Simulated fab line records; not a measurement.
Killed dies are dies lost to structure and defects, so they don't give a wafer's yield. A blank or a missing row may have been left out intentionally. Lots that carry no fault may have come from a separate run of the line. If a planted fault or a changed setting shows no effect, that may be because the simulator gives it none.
fab line records	flow sky130
record lots=11	wafers=33	last-day=50
route steps=708 shown LI_CONTACT@365 LOCAL_INTERCONNECT@388 PAD_OPEN@708
lots untouched by any fault: they come from a run of this same line in which no faults occurred
start-h: start of the lot's first displayed wafer, in hours after the record's first day	wait-h: hours elapsed since this lot's preceding step	" as in the row above	L1.1+2: one row covering several wafers at once	- no value, or no start given	* or withheld: withheld	< > ~ a bound
route shown NAME@n: names a module that has steps shown in the file, with the first one's number in the route	usual: mean/standard deviation taken from wafers without a fault	same: alike in all rows	chamber/n: place in a boat	sites: the reading at each site	_std_site: their standard deviation	_edge_site: outer sites' mean less inner sites'	radius-mm: for every site, how far away it sits from the centre of the wafer	mask NAME#n: copy n	behind: the last tool/chamber to shape the wafer	hold: why the lot was held/for how many hours/how that ended	device: transistor that didn't switch, given as n, p or np	end of line: the route-end tests of the same wafers	where a step has no rows: the recipe by itself	killed: dies that structure and defects cost at the first sort, which is not the same as the wafer's yield	map: a wafer's dies, marking killed ones x, the rest . and places with no die _
set.NAME: setting as actually run; set.NAME@STEP: the setting as run at that earlier step	model.NAME: the simulator's own value behind a step, which no gauge read
one table for each step of the route and one row for each wafer, over a sample of lots
services: the hour from which a tool's chamber was out of use, counted from the record's first day as start-h (under 0 if before that day), plus the number of hours and why
## steps
# step SKY_LI_CONTACT_BOW_MEAS_03
# recipe mode=bow
# usual LI_CONTACT_BOW=55/6.6
lot.wafer	tool	chamber	start-h	wait-h	LI_CONTACT_BOW[um]
L598.2	film-metro-03	-	661.28	0.2	57
L598.3	"	-	"	"	52
L598.4	"	-	"	"	51
L599.2	film-metro-04	-	674.93	0.1	60
L599.4	"	-	"	"	66
L599.5	"	-	"	"	56
L604.3	film-metro-03	-	716.26	0.1	47
L604.4	"	-	"	"	52
L604.6	"	-	"	"	57
L607.1	film-metro-01	-	748.01	0.1	58
L607.3	"	-	"	"	58
L607.5	"	-	"	"	58
L611.2	film-metro-01	-	779.85	0.2	53
L611.3	"	-	"	"	52
L611.4	"	-	"	"	56
L612.2	film-metro-01	-	785.98	0.1	47
L612.5	"	-	"	"	56
L612.6	"	-	"	"	53
L614.2	film-metro-01	-	792.63	0.2	44
L614.4	"	-	"	"	66
L614.6	"	-	"	"	57
L616.1	film-metro-04	-	812.87	0.1	60
L616.2	"	-	"	"	59
L616.6	"	-	"	"	53
L618.1	film-metro-03	-	825.26	0.2	60
L618.3	"	-	"	"	67
L618.5	"	-	"	"	52
L619.1	film-metro-03	-	827.98	0.1	64
L619.5	"	-	"	"	49
L619.6	"	-	"	"	52
L620.2	film-metro-04	-	829.33	0.2	47
L620.3	"	-	"	"	45
L620.4	"	-	"	"	50
# step SKY_LI_CONTACT_ETCH_15
# recipe target=PSG	chemistry=C4F8/O2/Ar	stop-on=Si	taper-deg=4.15	mask-material=KrF-thick	source-w=1500	bias-w=1200	pressure-mtorr=40	c4f8-flow-sccm=withheld	O2_flow_sccm=6	Ar_flow_sccm=300	time-s=withheld	target-depth-a=6000
# usual chamber-pressure-mTorr=40.00/0.035	oes-product-au=0.836/0.0047
lot.wafer	tool	chamber	start-h	wait-h	chamber-pressure-mTorr	oes-product-au
L598.2	rie-diel-04	0	690.65	0.0	40.01	0.831
L598.3	"	1	"	"	39.98	0.838
L598.4	"	2	"	"	40.07	0.832
L599.2	rie-diel-04	3	703.43	0.0	40.05	0.842
L599.4	"	0	"	"	39.99	0.842
L599.5	"	1	"	"	40.03	0.842
L604.3	rie-diel-01	3	745.10	0.0	40.02	0.832
L604.4	"	0	"	"	40.00	0.762
L604.6	"	0	"	"	40.06	0.760
L607.1	rie-diel-04	0	776.08	0.0	40.05	0.836
L607.3	"	3	"	"	39.99	0.829
L607.5	"	2	"	"	39.96	0.839
L611.2	rie-diel-04	3	807.73	0.0	40.00	0.834
L611.3	"	1	"	"	39.98	0.833
L611.4	"	2	"	"	40.00	0.834
L612.2	rie-diel-02	2	813.40	0.0	39.97	0.835
L612.5	"	2	"	"	39.97	0.838
L612.6	"	1	"	"	40.00	0.834
L614.2	rie-diel-02	3	819.85	0.0	39.99	0.840
L614.4	"	2	"	"	39.98	0.836
L614.6	"	3	"	"	40.05	0.840
L616.1	rie-diel-04	0	840.43	0.0	40.03	0.838
L616.2	"	2	"	"	39.97	0.832
L616.6	"	3	"	"	40.05	0.837
L618.1	rie-diel-04	0	851.03	0.0	39.97	0.830
L618.3	"	2	"	"	40.04	0.831
L618.5	"	2	"	"	40.01	0.837
L619.1	rie-diel-01	0	854.53	0.0	40.00	0.842
L619.5	"	3	"	"	39.96	0.844
L619.6	"	2	"	"	39.97	0.835
L620.2	rie-diel-02	0	855.53	0.0	40.02	0.829
L620.3	"	2	"	"	39.98	0.835
L620.4	"	3	"	"	39.96	0.841
# step SKY_LI_CONTACT_STRIP_16
# recipe chemistry=O2/N2	power-w=1400	pressure-mtorr=1500	platen-temp-c=withheld	o2-flow-sccm=3000	n2-flow-sccm=300	overash-fraction=0.5
# usual chamber-pressure-mTorr=1500.0/1.4	drypump-motor-current-A=5.7/0.45	o2-flow-sccm=3000/8.3	oes-product-au=0.376/0.0051	strip-time-to-endpoint-s=3.51/0.042
lot.wafer	tool	chamber	start-h	wait-h	chamber-pressure-mTorr	drypump-motor-current-A	o2-flow-sccm	oes-product-au	rf-hours-counter-h	strip-time-to-endpoint-s
L598.2	plasma-asher-01	1	690.74	-	1501.5	5.4	3007	0.373	96	3.46
L598.3	"	1	"	"	1496.4	5.4	2992	0.377	-	3.44
L598.4	"	0	"	"	1500.6	6.4	2993	0.379	-	3.55
L599.2	plasma-asher-03	0	703.51	-	1500.7	5.0	2998	0.380	92	3.58
L599.4	"	0	"	"	1499.9	5.0	2992	0.381	-	3.49
L599.5	"	0	"	"	1500.2	5.0	2997	0.369	-	3.49
L604.3	plasma-asher-04	1	745.22	-	1499.7	5.7	3022	0.375	-	3.46
L604.4	"	0	"	"	1497.7	6.0	2992	0.403	-	4.17
L604.6	"	1	"	"	1501.9	5.7	3006	0.402	-	4.20
L607.1	plasma-asher-03	1	776.16	-	1499.5	6.0	2996	0.377	99	3.49
L607.3	"	1	"	"	1500.0	6.0	3010	0.386	-	3.56
L607.5	"	0	"	"	1500.2	5.0	2990	0.385	-	3.54
L611.2	plasma-asher-01	1	807.81	-	1500.6	5.4	3002	0.378	6	3.53
L611.3	"	1	"	"	1502.9	5.4	2993	0.372	-	3.45
L611.4	"	0	"	"	1499.1	6.4	3014	0.375	-	3.53
L612.2	plasma-asher-03	0	813.49	-	1501.4	5.1	3018	0.371	103	3.54
L612.5	"	0	"	"	1500.9	5.1	2997	0.370	-	3.57
L612.6	"	1	"	"	1500.5	6.0	3000	0.378	-	3.53
L614.2	plasma-asher-03	1	819.94	-	1500.6	6.0	2992	0.378	104	3.52
L614.4	"	1	"	"	1499.2	6.0	2988	0.387	-	3.55
L614.6	"	1	"	"	1499.4	6.0	2996	0.380	-	3.52
L616.1	plasma-asher-04	0	840.51	-	1499.2	6.0	3005	0.370	66	3.45
L616.2	"	1	"	"	1497.6	5.6	3007	0.375	66	3.55
L616.6	"	0	"	"	1500.9	6.0	2999	0.373	-	3.52
L618.1	plasma-asher-04	1	851.11	-	1501.7	5.7	2993	0.377	67	3.51
L618.3	"	1	"	"	1500.0	5.7	3000	0.387	-	3.60
L618.5	"	0	"	"	1500.8	6.0	3011	0.385	-	3.59
L619.1	plasma-asher-01	1	854.61	-	1496.9	5.4	3010	0.381	11	3.51
L619.5	"	0	"	"	1499.9	6.4	3002	0.366	-	3.46
L619.6	"	1	"	"	1498.5	5.4	2997	0.376	-	3.50
L620.2	plasma-asher-03	1	855.61	-	1499.7	6.0	3009	0.371	107	3.40
L620.3	"	1	"	"	1501.6	6.0	2992	0.369	-	3.52
L620.4	"	0	"	"	1498.5	5.0	2992	0.377	-	3.50
# step SKY_LI_CONTACT_CMP_24
# recipe stop-on=PSG	t-overpolish-s=20	down-force-psi=3.5	platen-rpm=60	target-thk-nm=0	pad-velocity-m-s=0.94248
# usual head-pressure-psi=3.501/0.0069	motor-current-A=11.3/1.7	slurry-flow-ml-min=150.0/0.46
lot.wafer	tool	chamber	start-h	wait-h	head-pressure-psi	motor-current-A	slurry-flow-ml-min
L598.4	cmp-02	1	691.49	0.0	3.512	10.2	150.5
L598.2	"	2	"	"	3.506	14.5	150.0
L598.3	"	3	"	"	3.506	12.4	150.1
L599.2	cmp-01	3	704.25	0.0	3.499	8.7	150.3
L599.4	"	2	"	"	3.498	11.9	150.0
L599.5	"	0	"	"	3.506	11.7	150.5
L604.4	cmp-02	0	745.94	0.0	3.498	11.2	150.8
L604.3	"	3	"	"	3.506	13.0	149.4
L604.6	"	1	"	"	3.491	10.0	150.9
L607.3	cmp-02	3	776.95	0.1	3.500	12.5	150.3
L607.1	"	0	"	"	3.496	10.7	150.3
L607.5	"	2	"	"	3.501	14.0	150.0
L611.3	cmp-01	2	808.55	0.0	3.507	11.7	149.8
L611.2	"	0	"	"	3.499	12.4	149.7
L611.4	"	1	"	"	3.504	10.4	149.4
L612.2	cmp-02	2	814.22	0.0	3.492	14.4	149.0
L612.6	"	2	"	"	3.502	14.1	149.2
L612.5	"	3	"	"	3.493	12.9	150.1
L614.4	cmp-02	1	820.67	0.0	3.499	9.5	149.9
L614.2	"	3	"	"	3.501	12.1	150.2
L614.6	"	2	"	"	3.492	13.9	150.5
L616.1	cmp-01	3	841.25	0.1	3.487	9.0	150.1
L616.2	"	0	"	"	3.500	11.5	150.4
L616.6	"	3	"	"	3.495	8.4	150.0
L618.1	cmp-01	0	851.85	0.1	3.492	11.3	149.7
L618.3	"	1	"	"	3.511	10.1	149.6
L618.5	"	0	"	"	3.507	11.9	150.2
L619.1	cmp-01	0	855.53	0.2	3.502	12.1	149.1
L619.5	"	1	"	"	3.506	10.5	150.1
L619.6	"	2	"	"	3.506	11.2	149.9
L620.4	cmp-02	0	856.38	0.0	3.497	10.6	150.4
L620.2	"	1	"	"	3.496	9.3	150.6
L620.3	"	2	"	"	3.495	14.4	149.4
# step SKY_LOCAL_INTERCONNECT_RS_MEAS_01
# recipe thk-meas-gauge=four-point-probe	reads=TiN_of_LOCAL_INTERCONNECT_SPUTTER_00
# usual LOCAL_INTERCONNECT_TIN_RS=14.18/0.21
lot.wafer	tool	chamber	start-h	wait-h	LOCAL_INTERCONNECT_TIN_RS[ohm/sq]
L598.2	film-metro-04	-	691.87	0.1	13.94
L598.3	"	-	"	"	14.46
L598.4	"	-	"	"	14.23
L599.2	film-metro-03	-	704.63	0.1	14.23
L599.4	"	-	"	"	14.55
L599.5	"	-	"	"	14.56
L604.3	film-metro-02	-	746.34	0.1	14.03
L607.1	film-metro-04	-	777.26	0.0	14.16
L607.3	"	-	"	"	14.02
L607.5	"	-	"	"	14.36
L611.2	film-metro-02	-	808.93	0.1	14.34
L611.3	"	-	"	"	14.06
L611.4	"	-	"	"	14.38
L612.2	film-metro-02	-	814.61	0.1	14.07
L612.5	"	-	"	"	14.42
L612.6	"	-	"	"	14.17
L614.2	film-metro-02	-	821.06	0.1	14.34
L614.4	"	-	"	"	14.42
L614.6	"	-	"	"	14.28
L616.1	film-metro-02	-	841.61	0.0	14.21
L616.2	"	-	"	"	14.35
L616.6	"	-	"	"	14.43
L618.1	film-metro-03	-	852.21	0.0	14.49
L618.3	"	-	"	"	14.16
L618.5	"	-	"	"	14.26
L619.1	film-metro-02	-	855.75	0.0	14.30
L619.5	"	-	"	"	14.31
L619.6	"	-	"	"	13.98
L620.2	film-metro-04	-	856.78	0.1	14.23
L620.3	"	-	"	"	14.35
L620.4	"	-	"	"	14.02
# step SKY_PAD_OPEN_PROBE_99
# usual killed_at_M0_to_M3=43/7.5	killed_at_M4_up=3.2/1.9	killed-at-contacts=24/4.9	killed-at-front-end=15/4.3	killed-at-other=0.4/0.72	killed-dies=86/9.1	killed-on-rim=17/3.8	killed-open=47/6.5	killed-short=39/6.5
# same gross-dies=492	killed-at-back-side=0
lot.wafer	tool	chamber	start-h	wait-h	killed_at_M0_to_M3	killed_at_M4_up	killed-at-contacts	killed-at-front-end	killed-at-other	killed-dies	killed-on-rim	killed-open	killed-short
L604.3	prober-01	-	1132.51	0.2	45	2	27	24	0	98	17	46	51
L604.4	prober-01	-	1132.56	0.2	52	5	408	26	1	492	96	49	54
L604.6	prober-01	-	1132.66	0.2	44	1	426	20	1	492	96	44	42
L614.2	prober-01	-	1184.20	0.1	30	2	22	8	0	62	16	33	29
L614.4	prober-01	-	1184.30	0.2	33	1	29	12	0	75	15	37	37
L614.6	prober-01	-	1184.40	0.2	38	2	27	18	0	85	19	45	40
L620.2	prober-01	-	1207.95	0.1	43	1	26	17	2	89	18	44	45
L620.3	prober-01	-	1208.00	0.2	58	2	25	13	0	98	22	56	42
L620.4	prober-01	-	1208.05	0.2	46	1	33	7	0	87	12	49	37
# killed by level:class
L604.3 VIA1:geometric-particle:open=13 FIELD_ISO:geometric-particle:short=12 LI_CONTACT:geometric-particle:open=7 METAL2:geometric-particle:short=6 LOCAL_INTERCONNECT:geometric-particle:short=6 METAL3:geometric-particle:short=6 VIA3:geometric-particle:open=6 CONTACT:geometric-particle:short=5
L604.4 LI_CONTACT:area-etch=387 VIA1:geometric-particle:open=13 METAL2:geometric-particle:short=12 METAL1:geometric-particle:short=9 FIELD_ISO:geometric-particle:open=8 LI_CONTACT:geometric-particle:open=7 CONTACT:geometric-particle:open=5 VIA2:geometric-particle:open=5
L604.6 LI_CONTACT:area-etch=405 VIA1:geometric-particle:open=10 FIELD_ISO:geometric-particle:short=8 CONTACT:geometric-particle:open=7 LI_CONTACT:geometric-particle:open=7 METAL1:geometric-particle:short=7 VIA1:geometric-particle:short=6 CONTACT:geometric-particle:short=5
L614.2 VIA1:geometric-particle:open=9 CONTACT:geometric-particle:open=8 LI_CONTACT:geometric-particle:open=7 METAL1:geometric-particle:short=4 METAL2:geometric-particle:short=4 POLY_GATE:geometric-particle:short=3 LOCAL_INTERCONNECT:geometric-particle:short=3 VIA2:geometric-particle:open=3
L614.4 LI_CONTACT:geometric-particle:open=8 VIA1:geometric-particle:open=6 LOCAL_INTERCONNECT:geometric-particle:short=6 CONTACT:geometric-particle:open=6 VIA3:geometric-particle:short=6 LI_CONTACT:geometric-particle:short=5 VIA2:geometric-particle:open=5 POLY_GATE:geometric-particle:open=4
L614.6 LI_CONTACT:geometric-particle:open=8 VIA3:geometric-particle:open=8 CONTACT:geometric-particle:open=7 VIA1:geometric-particle:open=7 FIELD_ISO:geometric-particle:short=5 METAL2:geometric-particle:short=5 LOCAL_INTERCONNECT:geometric-particle:short=5 METAL3:geometric-particle:short=5
L620.2 FIELD_ISO:geometric-particle:short=10 CONTACT:geometric-particle:open=10 METAL1:geometric-particle:short=9 VIA1:geometric-particle:open=9 CONTACT:geometric-particle:short=8 METAL2:geometric-particle:short=6 LI_CONTACT:geometric-particle:open=5 VIA3:geometric-particle:open=4
L620.3 VIA1:geometric-particle:open=13 CONTACT:geometric-particle:open=13 METAL1:geometric-particle:short=10 VIA3:geometric-particle:open=9 VIA1:geometric-particle:short=7 FIELD_ISO:geometric-particle:short=5 LI_CONTACT:geometric-particle:open=5 LI_CONTACT:geometric-particle:short=4
L620.4 LI_CONTACT:geometric-particle:open=14 VIA1:geometric-particle:open=13 METAL2:geometric-particle:short=9 VIA2:geometric-particle:open=8 LOCAL_INTERCONNECT:geometric-particle:short=6 LI_CONTACT:geometric-particle:short=5 CONTACT:geometric-particle:open=5 METAL1:geometric-particle:short=4
## services
tool	chamber	start-h	hours	kind
rie-diel-01	1	682.95	7.0	repair
rie-diel-02	-	684.26	0.7	repair
rie-diel-01	0	691.87	13.1	repair
cmp-02	-	691.99	5.5	pm
plasma-asher-01	-	710.02	0.7	repair
rie-diel-04	1	717.81	20.0	repair
cmp-01	-	721.66	5.5	pm
cmp-01	-	729.68	5.9	pm
plasma-asher-01	-	733.75	9.0	pm
plasma-asher-01	0	733.75	9.0	vent-cycle
plasma-asher-01	1	733.75	9.0	vent-cycle
cmp-01	-	744.09	4.0	pm
cmp-01	-	748.09	-	consumable-replace:conditioner
cmp-01	-	748.09	-	consumable-replace:pad
rie-diel-02	1	748.85	5.5	repair
rie-diel-01	2	749.95	4.3	repair
cmp-02	-	750.28	1.3	repair
rie-diel-01	2	755.38	8.4	repair
cmp-02	-	766.02	1.7	repair
cmp-02	-	769.91	1.5	repair
rie-diel-01	1	770.89	16.7	repair
rie-diel-02	-	816.25	2.8	pm
cmp-02	-	843.91	2.8	repair
cmp-02	-	850.45	2.0	repair
## key
first-sign step=SKY_LI_CONTACT_ETCH_15	reading=oes-product-au	direction=down	sigmas=16	usual=0.836	struck=0.761
effect step=SKY_LI_CONTACT_STRIP_16	reading=strip-time-to-endpoint-s	direction=up	sigmas=16	usual=*	struck=*
effect step=SKY_PAD_OPEN_PROBE_99	reading=killed-at-contacts	direction=up	sigmas=79	usual=24	struck=417
more-kills-born-at SKY_LI_CONTACT_ETCH_15@rie-diel-01=792
met-at SKY_LI_CONTACT_ETCH_15
struck-lots L604
struck-wafers L604.4,L604.6
later-rows-left-out L604.4,L604.6
tester-left-out L604
not-acting-at SKY_LI_CONTACT_BOW_MEAS_03,SKY_LI_CONTACT_CMP_24,SKY_LOCAL_INTERCONNECT_RS_MEAS_01
fault kind=process-parameter-drift	tool=rie-diel-01	chamber=0	onset-h=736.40	steps=SKY_LI_CONTACT_ETCH_15	channel=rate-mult	offset=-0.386	shape=step	end-h=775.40
# tester-left-out: of these lots the tester's yield and bins aren't shown, on N5 and GAA mostly nor the transistor test; their killed dies are dies lost to structure and defects alone, not to doping, threshold or leakage, so they don't give the yield
# later-rows-left-out: the simulator's readings of these wafers behind a module that went badly wrong aren't trusted and aren't shown, but for the sort
